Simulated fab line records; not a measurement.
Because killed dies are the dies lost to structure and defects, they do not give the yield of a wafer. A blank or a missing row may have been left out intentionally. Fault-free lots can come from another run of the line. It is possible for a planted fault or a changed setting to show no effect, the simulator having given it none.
Which of the tools did it? :: flow sky130 :: 33 wafers from 11 lots sampled at 6 of the route's 708 steps

## WHAT THE GAUGES SHOWED, per wafer
SKY_SD_P_TW_MEAS_11. Usual: SD_P_TW gives 2808 (standard deviation 26).
lot: L548
measured: day 26 04:44
on: film metro-03
SD_P_TW: 2760 2774 2772
flag: 

lot: L550
measured: day 26 17:40
on: film metro-04
SD_P_TW: 2821 2836 2829
flag: 

lot: L551
measured: day 27 07:23
on: film metro-04
SD_P_TW: 2828 2824 2825
flag: 

lot: L552
measured: day 27 23:02
on: film metro-04
SD_P_TW: 2839 2846 2838
flag: 

lot: L559
measured: day 29 16:50
on: film metro-03
SD_P_TW: 2790 2790 2791
flag: 

lot: L560
measured: day 29 18:57
on: film metro-03
SD_P_TW: 2788 2794 2802
flag: 

lot: L563
measured: day 30 11:04
on: film metro-03
SD_P_TW: 2766 2782 2792
flag: 

lot: L564
measured: day 30 21:15
on: film metro-02
SD_P_TW: 2810 2816 2818
flag: 

lot: L568
measured: day 31 23:54
on: film metro-03
SD_P_TW: 2782 2789 2784
flag: 

lot: L570
measured: day 32 15:44
on: film metro-03
SD_P_TW: 2780 2769 2773
flag: 

lot: L571
measured: day 32 23:07
on: film metro-03
SD_P_TW: 2792 2758 2770
flag: 

SKY_SD_N_RS_MEAS_17: a four-point-probe measurement. Usual: SD_P_RS gives 147.1 ohm/sq (standard deviation 0.42).
lot: L548
measured: day 28 15:53
on: film metro-04
SD_P_RS (ohm/sq): 147.9 147.5 147.4
flag: 

lot: L550
measured: day 29 05:17
on: film metro-03
SD_P_RS (ohm/sq): 147.6 147.1 147.3
flag: 

lot: L551
measured: day 29 17:35
on: film metro-02
SD_P_RS (ohm/sq): 147.5 147.1 147.7
flag: 

lot: L552
measured: day 30 07:46
on: film metro-03
SD_P_RS (ohm/sq): 146.4 147.2 146.8
flag: 

lot: L559
measured: day 31 23:46
on: film metro-04
SD_P_RS (ohm/sq): 146.8 146.9 147.2
flag: 

lot: L560
measured: day 32 03:48
on: film metro-04
SD_P_RS (ohm/sq): 147.6 147.5 147.5
flag: 

lot: L563
measured: day 32 19:08
on: film metro-02
SD_P_RS (ohm/sq): 147.1 147.1 147.5
flag: 

lot: L564
measured: day 33 04:04
on: film metro-02
SD_P_RS (ohm/sq): 147.3 147.2 147.3
flag: 

lot: L568
measured: day 34 06:15
on: film metro-03
SD_P_RS (ohm/sq): 146.9 146.7 146.8
flag: 

lot: L570
measured: day 34 21:43
on: film metro-03
SD_P_RS (ohm/sq): 146.8 146.5 147.1
flag: 

lot: L571
measured: day 35 04:51
on: film metro-02
SD_P_RS (ohm/sq): 147.0 146.6 147.0
flag: 

SKY_LI_CONTACT_RS_MEAS_22: a four-point-probe measurement. Usual: LI_CONTACT_W_RS gives 0.287 ohm/sq (standard deviation 0.0031).
lot: L548
measured: day 29 21:12
on: film metro-02
LI_CONTACT_W_RS (ohm/sq): 0.287 0.289 0.292
flag: 

lot: L550
measured: day 30 11:04
on: film metro-04
LI_CONTACT_W_RS (ohm/sq): 0.295 0.296 0.289
flag: 

lot: L551
measured: day 30 23:20
on: film metro-02
LI_CONTACT_W_RS (ohm/sq): 0.291 0.287 0.290
flag: 

lot: L552
measured: day 31 13:19
on: film metro-04
LI_CONTACT_W_RS (ohm/sq): 0.291 0.286 0.286
flag: 

lot: L559
measured: day 33 04:25
on: film metro-03
LI_CONTACT_W_RS (ohm/sq): 0.388 0.390 0.394
flag: OFF

lot: L560
measured: day 33 08:04
on: film metro-04
LI_CONTACT_W_RS (ohm/sq): 0.393 0.386 0.389
flag: OFF

lot: L563
measured: day 33 22:51
on: film metro-04
LI_CONTACT_W_RS (ohm/sq): 0.287 0.282 0.281
flag: 

lot: L564
measured: day 34 08:11
on: film metro-02
LI_CONTACT_W_RS (ohm/sq): 0.282 0.283 0.287
flag: 

lot: L568
measured: day 35 10:18
on: film metro-02
LI_CONTACT_W_RS (ohm/sq): 0.289 0.291 0.286
flag: 

lot: L570
measured: day 36 00:50
on: film metro-03
LI_CONTACT_W_RS (ohm/sq): 0.286 0.285 0.285
flag: 

lot: L571
measured: day 36 08:32
on: film metro-04
LI_CONTACT_W_RS (ohm/sq): 0.286 0.289 0.286
flag: 

SKY_LI_CONTACT_THK_MEAS_23: measures by xrf. Usual: LI_CONTACT_W_THK gives 406 nm (standard deviation 5.9).
lot: L548
measured: day 29 21:19
on: film metro-02
LI_CONTACT_W_THK (nm): 414 411 404
flag: 

lot: L550
measured: day 30 11:10
on: film metro-04
LI_CONTACT_W_THK (nm): 395 395 404
flag: 

lot: L551
measured: day 30 23:26
on: film metro-02
LI_CONTACT_W_THK (nm): 403 409 406
flag: 

lot: L552
measured: day 31 13:26
on: film metro-04
LI_CONTACT_W_THK (nm): 399 406 407
flag: 

lot: L559
measured: day 33 04:32
on: film metro-03
LI_CONTACT_W_THK (nm): 296 296 294
flag: OFF

lot: L560
measured: day 33 08:11
on: film metro-04
LI_CONTACT_W_THK (nm): 297 302 300
flag: OFF

lot: L563
measured: day 33 22:57
on: film metro-04
LI_CONTACT_W_THK (nm): 410 417 418
flag: 

lot: L564
measured: day 34 08:18
on: film metro-02
LI_CONTACT_W_THK (nm): 414 413 408
flag: 

lot: L568
measured: day 35 10:25
on: film metro-02
LI_CONTACT_W_THK (nm): 407 402 408
flag: 

lot: L570
measured: day 36 00:57
on: film metro-03
LI_CONTACT_W_THK (nm): 401 401 405
flag: 

lot: L571
measured: day 36 08:40
on: film metro-04
LI_CONTACT_W_THK (nm): 408 403 409
flag: 

## TOOL THAT RAN EACH LOT (tool first, then ch and the chambers of the sampled wafers, then the start)
lot: L548
SKY_SD_N_RTA_14: rtp anneal-02 ch 0, day 28 15:35
SKY_LI_CONTACT_CVD_21: cvd w-02 ch 1, day 29 21:04

lot: L550
SKY_SD_N_RTA_14: rtp anneal-01 ch 0, day 29 04:58
SKY_LI_CONTACT_CVD_21: cvd w-02 ch 0,1, day 30 10:56

lot: L551
SKY_SD_N_RTA_14: rtp anneal-02 ch 0, day 29 17:16
SKY_LI_CONTACT_CVD_21: cvd w-02 ch 0,1, day 30 23:13

lot: L552
SKY_SD_N_RTA_14: rtp anneal-02 ch 0, day 30 07:29
SKY_LI_CONTACT_CVD_21: cvd w-01 ch 0,1, day 31 13:12

lot: L559
SKY_SD_N_RTA_14: rtp anneal-02 ch 0, day 31 23:29
SKY_LI_CONTACT_CVD_21: cvd w-02 ch 0,1, day 33 04:17

lot: L560
SKY_SD_N_RTA_14: rtp anneal-01 ch 0, day 32 03:29
SKY_LI_CONTACT_CVD_21: cvd w-02 ch 0,1, day 33 07:56

lot: L563
SKY_SD_N_RTA_14: rtp anneal-02 ch 0, day 32 18:49
SKY_LI_CONTACT_CVD_21: cvd w-01 ch 0,1, day 33 22:43

lot: L564
SKY_SD_N_RTA_14: rtp anneal-01 ch 0, day 33 03:46
SKY_LI_CONTACT_CVD_21: cvd w-01 ch 0,1, day 34 08:03

lot: L568
SKY_SD_N_RTA_14: rtp anneal-01 ch 0, day 34 05:56
SKY_LI_CONTACT_CVD_21: cvd w-01 ch 0,1, day 35 10:09

lot: L570
SKY_SD_N_RTA_14: rtp anneal-01 ch 0, day 34 21:26
SKY_LI_CONTACT_CVD_21: cvd w-01 ch 0,1, day 36 00:43

lot: L571
SKY_SD_N_RTA_14: rtp anneal-02 ch 0, day 35 04:33
SKY_LI_CONTACT_CVD_21: cvd w-02 ch 0,1, day 36 08:25
- SKY_SD_N_RTA_14: time 2 s.
- SKY_LI_CONTACT_CVD_21: deposits W, target thk 400 nm, time 120.56 s.

## AS READ BY THE TOOLS THEMSELVES (means over the sampled wafers that have a number; for cases with no such wafer, the mark the record gives instead)
SKY_SD_N_RTA_14. Usual: lamp power pct 15.74 %, standard deviation 0.052; wafer_temp_C_max 1078.0, standard deviation 1.2.
lot: L548
tool: rtp anneal-02
lamp power pct (%): 15.72
wafer_temp_C_max: 1077.2
flag: 

lot: L550
tool: rtp anneal-01
lamp power pct (%): 15.76
wafer_temp_C_max: 1077.7
flag: 

lot: L551
tool: rtp anneal-02
lamp power pct (%): 15.74
wafer_temp_C_max: 1078.4
flag: 

lot: L552
tool: rtp anneal-02
lamp power pct (%): 15.73
wafer_temp_C_max: 1079.6
flag: 

lot: L559
tool: rtp anneal-02
lamp power pct (%): 15.72
wafer_temp_C_max: 1076.8
flag: 

lot: L560
tool: rtp anneal-01
lamp power pct (%): 15.75
wafer_temp_C_max: 1077.3
flag: 

lot: L563
tool: rtp anneal-02
lamp power pct (%): 15.70
wafer_temp_C_max: 1079.6
flag: 

lot: L564
tool: rtp anneal-01
lamp power pct (%): 15.75
wafer_temp_C_max: 1077.0
flag: 

lot: L568
tool: rtp anneal-01
lamp power pct (%): 15.72
wafer_temp_C_max: 1077.3
flag: 

lot: L570
tool: rtp anneal-01
lamp power pct (%): 15.74
wafer_temp_C_max: 1079.2
flag: 

lot: L571
tool: rtp anneal-02
lamp power pct (%): 15.74
wafer_temp_C_max: 1077.9
flag: 

SKY_LI_CONTACT_CVD_21. Usual: chamber pressure Torr 39.98 Torr, standard deviation 0.081; heater power w 842 W, standard deviation 44.
lot: L548
tool: cvd w-02
chamber pressure Torr (Torr): 40.05
heater power w (W): 870
flag: 

lot: L550
tool: cvd w-02
chamber pressure Torr (Torr): 39.99
heater power w (W): 871
flag: 

lot: L551
tool: cvd w-02
chamber pressure Torr (Torr): 39.89
heater power w (W): 878
flag: 

lot: L552
tool: cvd w-01
chamber pressure Torr (Torr): 39.93
heater power w (W): 835
flag: 

lot: L559
tool: cvd w-02
chamber pressure Torr (Torr): 21.43
heater power w (W): 884
flag: OFF

lot: L560
tool: cvd w-02
chamber pressure Torr (Torr): 21.37
heater power w (W): 866
flag: OFF

lot: L563
tool: cvd w-01
chamber pressure Torr (Torr): 39.91
heater power w (W): 837
flag: 

lot: L564
tool: cvd w-01
chamber pressure Torr (Torr): 39.96
heater power w (W): 811
flag: 

lot: L568
tool: cvd w-01
chamber pressure Torr (Torr): 40.00
heater power w (W): 828
flag: 

lot: L570
tool: cvd w-01
chamber pressure Torr (Torr): 39.90
heater power w (W): 817
flag: 

lot: L571
tool: cvd w-02
chamber pressure Torr (Torr): 39.99
heater power w (W): 900
flag: 

## THE ANSWER, worked out from the rows above alone
Rule: a lot is off if the mean of its wafers that have a number lies more than 3 standard deviations from the usual mean. A lot without any number at a reading at which 4 lots or more have one is off too. Any other lot the step has rows for is counted as sound. First the gauges in route order, then the tools' own readings, where a lot's mean is used as printed above. The first step at which some lot is off is used, and at that step the reading that is off furthest; a lot without a number counts as furthest.
Off: L559, L560, at SKY_LI_CONTACT_RS_MEAS_22 (LI_CONTACT_W_RS).
A tool fits if, at a process step before that reading, it ran every lot that is off, and no sound lot after the first of them. The gauges at SKY_LI_CONTACT_RS_MEAS_22 aren't tried: what is off there is off at SKY_LI_CONTACT_CVD_21 too, on other tools, and a gauge's error can't cause that. No candidate that was tried fits.

## WHAT THE SIMULATOR HAD INSERTED
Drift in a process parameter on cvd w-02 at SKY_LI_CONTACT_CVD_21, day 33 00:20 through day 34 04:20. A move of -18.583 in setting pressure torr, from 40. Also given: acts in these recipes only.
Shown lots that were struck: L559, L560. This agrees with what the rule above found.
